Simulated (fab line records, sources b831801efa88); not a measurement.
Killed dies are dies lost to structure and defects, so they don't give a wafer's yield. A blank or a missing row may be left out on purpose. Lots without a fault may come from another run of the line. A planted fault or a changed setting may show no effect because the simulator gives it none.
Tool commonality check | flow gf180mcu | 13 lots, 39 wafers sampled

WHY IT WAS OPENED
At GF_VT_IMPLANT_TW_MEAS_43 the reading VT_IMPLANT_4_TW is flagged on 2 of 13 lots. Wafers without a fault read 690, standard deviation 6.7.
Rule: a lot is flagged when every wafer of it that has a number lies more than 4 standard deviations from that mean, or none has a number. The other lots count as sound.

lot  | measured     | on            | VT_IMPLANT_4_TW, wafer by wafer | flag
L779 | day 7 19:10  | film_metro-03 | 686 685 683                     |
L780 | day 8 01:19  | film_metro-03 | 686 687 684                     |
L781 | day 8 08:43  | film_metro-03 | 683 684 685                     |
L783 | day 9 01:38  | film_metro-01 | 696 696 701                     |
L788 | day 10 09:52 | film_metro-02 | 684 686 681                     |
L789 | day 10 15:57 | film_metro-02 | 611 612 614                     | FLAGGED
L790 | day 10 21:21 | film_metro-03 | 685 686 686                     |
L791 | day 11 02:00 | film_metro-01 | 624 620 623                     | FLAGGED
L794 | day 11 20:34 | film_metro-03 | 685 686 687                     |
L798 | day 13 03:06 | film_metro-03 | 689 686 684                     |
L799 | day 13 10:12 | film_metro-01 | 695 702 695                     |
L800 | day 13 13:36 | film_metro-01 | 693 698 694                     |
L801 | day 13 23:37 | film_metro-03 | 687 688 685                     |
The numbers of the flagged lots are 617 on average: -73 against the usual, or -11 standard deviations.

WHICH TOOL RAN EACH LOT
The record holds 2 process steps before the reading, out of a route of 602 steps. In each cell: the tool, then ch and the chambers that the sampled wafers went through, then the start.
lot  | flag    | GF_VT_IMPLANT_STRIP_31               | GF_VT_IMPLANT_IMPLANT_41
L779 |         | plasma_asher-02 ch 0,1, day 7 02:58  | implanter-02 ch 0, day 7 18:55
L780 |         | plasma_asher-02 ch 0,1, day 7 09:22  | implanter-02 ch 0, day 8 01:05
L781 |         | plasma_asher-02 ch 1, day 7 16:31    | implanter-03 ch 0, day 8 08:28
L783 |         | plasma_asher-03 ch 0,1, day 8 08:24  | implanter-02 ch 0, day 9 01:23
L788 |         | plasma_asher-02 ch 0,1, day 9 16:26  | implanter-01 ch 0, day 10 09:39
L789 | FLAGGED | plasma_asher-02 ch 0,1, day 9 21:45  | implanter-02 ch 0, day 10 15:43
L790 |         | plasma_asher-03 ch 0,1, day 10 02:58 | implanter-03 ch 0, day 10 21:06
L791 | FLAGGED | plasma_asher-02 ch 0,1, day 10 07:51 | implanter-02 ch 0, day 11 01:45
L794 |         | plasma_asher-02 ch 0,1, day 11 01:32 | implanter-03 ch 0, day 11 20:19
L798 |         | plasma_asher-04 ch 0,1, day 12 07:58 | implanter-01 ch 0, day 13 02:51
L799 |         | plasma_asher-04 ch 0,1, day 12 14:04 | implanter-02 ch 0, day 13 09:57
L800 |         | plasma_asher-03 ch 0,1, day 12 18:10 | implanter-03 ch 0, day 13 13:21
L801 |         | plasma_asher-04 ch 0,1, day 13 03:17 | implanter-01 ch 0, day 13 23:23
What these steps do:
- GF_VT_IMPLANT_STRIP_31: strips in O2/N2.
- GF_VT_IMPLANT_IMPLANT_41
- GF_VT_IMPLANT_TW_MEAS_43

FLAGGED OVER TOTAL, TOOL BY TOOL (the gauges that took the reading come last)
step                     | tool            | lots run | flagged | share of the flagged lots | sound lots run after its first flagged lot
GF_VT_IMPLANT_STRIP_31   | plasma_asher-02 | 7        | 2       | all                       | 1 (L794)
GF_VT_IMPLANT_STRIP_31   | plasma_asher-03 | 3        | 0       | none                      | -
GF_VT_IMPLANT_STRIP_31   | plasma_asher-04 | 3        | 0       | none                      | -
GF_VT_IMPLANT_IMPLANT_41 | implanter-01    | 3        | 0       | none                      | -
GF_VT_IMPLANT_IMPLANT_41 | implanter-02    | 6        | 2       | all                       | 1 (L799)
GF_VT_IMPLANT_IMPLANT_41 | implanter-03    | 4        | 0       | none                      | -
GF_VT_IMPLANT_TW_MEAS_43 | film_metro-01   | 4        | 1       | some                      | 2 (L799,L800)
GF_VT_IMPLANT_TW_MEAS_43 | film_metro-02   | 2        | 1       | some                      | 0
GF_VT_IMPLANT_TW_MEAS_43 | film_metro-03   | 7        | 0       | none                      | -

WHAT THE TABLE ALLOWS
2 rows of the table ran every flagged lot: plasma_asher-02 at GF_VT_IMPLANT_STRIP_31, implanter-02 at GF_VT_IMPLANT_IMPLANT_41.
- plasma_asher-02 at GF_VT_IMPLANT_STRIP_31: 2 of its 7 lots flagged. Sound lots ran on it after the first flagged one (L794), which a lasting fault on the whole tool wouldn't allow.
- implanter-02 at GF_VT_IMPLANT_IMPLANT_41: 2 of its 6 lots flagged. Sound lots ran on it after the first flagged one (L799), which a lasting fault on the whole tool wouldn't allow. Its own readings lie more than 4 standard deviations out on every wafer of the flagged lots: tilt_deg.
No row of the table ran every flagged lot and no sound lot after the first.

WHAT THE SIMULATOR HAD PUT IN
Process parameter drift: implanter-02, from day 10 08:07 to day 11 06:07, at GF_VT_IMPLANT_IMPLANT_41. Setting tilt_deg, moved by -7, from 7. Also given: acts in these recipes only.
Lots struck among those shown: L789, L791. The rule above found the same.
